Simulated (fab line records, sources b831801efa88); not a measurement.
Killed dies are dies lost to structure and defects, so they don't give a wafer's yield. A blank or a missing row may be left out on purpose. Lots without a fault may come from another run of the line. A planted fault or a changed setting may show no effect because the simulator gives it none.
A struck lot beside a sound one | flow sky130 | 15 steps out of a route of 708
Sound: wafers L321.3, L321.5, L321.6. Struck: wafers L329.2, L329.4, L329.6. The cause comes at the end.
At each step with rows: each side's tool, then ch and its chambers, then its first start. Under that, the readings that differ: sound wafers | struck wafers | difference of the means | sigmas: that difference in standard deviations of wafers without a fault.
alike: readings whose means differ by less than 2 such deviations, and words and numbers that are the same on both sides. not compared: withheld readings, readings that some wafer has no value for, bounds like >300 that may hide the same value, and numbers for which the record gives no deviation and whose values overlap.
The two part at a step that has a row with sigmas, a row that says differs or no value, or rows on one side only. Numbers that don't overlap but have no deviation are shown without sigmas and don't part them. A reading that every wafer of one side lacks parts them only if that side has two wafers or more.

first, 1 step without rows for these wafers: SKY_VIA4_HDPCVD_00 (deposits SiO2, target thk 1750 nm, time 291.7 s).
SKY_VIA4_THK_MEAS_01:
  sound on film_metro-04, day 42 12:50; struck on film_metro-02, day 43 23:16
  alike: VIA4_HDPCVD_THK
SKY_VIA4_CMP_02: polishes SiO2.
  sound on cmp-02 ch 0,1,2, day 42 13:02; struck on cmp-02 ch 0,1, day 43 23:20
  alike: motor_current_A
SKY_VIA4_BOW_MEAS_03:
  sound on film_metro-01, day 42 13:13; struck on film_metro-02, day 43 23:39
  alike: VIA4_BOW
then, 7 steps without rows for these wafers: SKY_VIA4_DEHYDRATE_04 (time 60 s); SKY_VIA4_HMDS_05 (prime time 60 s); SKY_VIA4_COAT_06 (resist thk 1140 nm); SKY_VIA4_SOFTBAKE_07 (time 60 s); SKY_VIA4_EXPOSE_08 (exposes mask VIM4, target cd 800 nm); SKY_VIA4_PEB_09; SKY_VIA4_DEVELOP_10 (develop time 60 s).
SKY_VIA4_OVL_MEAS_11:
  sound on overlay-02, day 43 11:21; struck on overlay-01, day 44 21:42
  alike: VIA4_OVL
SKY_VIA4_ETCH_12: etches SiO2 in C4F8/O2/Ar, stops on TiN, target depth 580 nm.
  sound on rie_diel-01 ch 0,3, day 43 11:23; struck on rie_diel-01 ch 0,1,2, day 44 21:44
  no value came back on the struck wafers for bias_w (W), chamber_pressure_mTorr (mTorr), oes_product_au (a.u.); on the sound wafers bias_w (W) reads 1197 1200 1200
  reading                                   | sound          | struck         | difference | sigmas
  model.NOVOLAK_of_VIA4_COAT_06.thk_nm (nm) | 1006 1010 1006 | 1141 1144 1142 | +135       |
SKY_VIA4_STRIP_13: strips in O2/N2.
  sound on plasma_asher-03 ch 0,1, day 43 11:29; struck on plasma_asher-01 ch 1, day 44 21:48
  reading                      | sound                | struck               | difference | sigmas
  strip_time_to_endpoint_s (s) | 12.807 12.785 12.831 | 14.198 14.223 14.205 | +1.401     | +54
  alike: drypump_motor_current_A, oes_product_au
  not compared: rf_hours_counter_h
then, 1 step without rows for these wafers: SKY_VIA4_STRIP_14 (strips in post etch residue remover, time 1200 s).

WHERE THEY PART
First at SKY_VIA4_ETCH_12; last, within this record, at SKY_VIA4_STRIP_13.

WHY: what the simulator had put in
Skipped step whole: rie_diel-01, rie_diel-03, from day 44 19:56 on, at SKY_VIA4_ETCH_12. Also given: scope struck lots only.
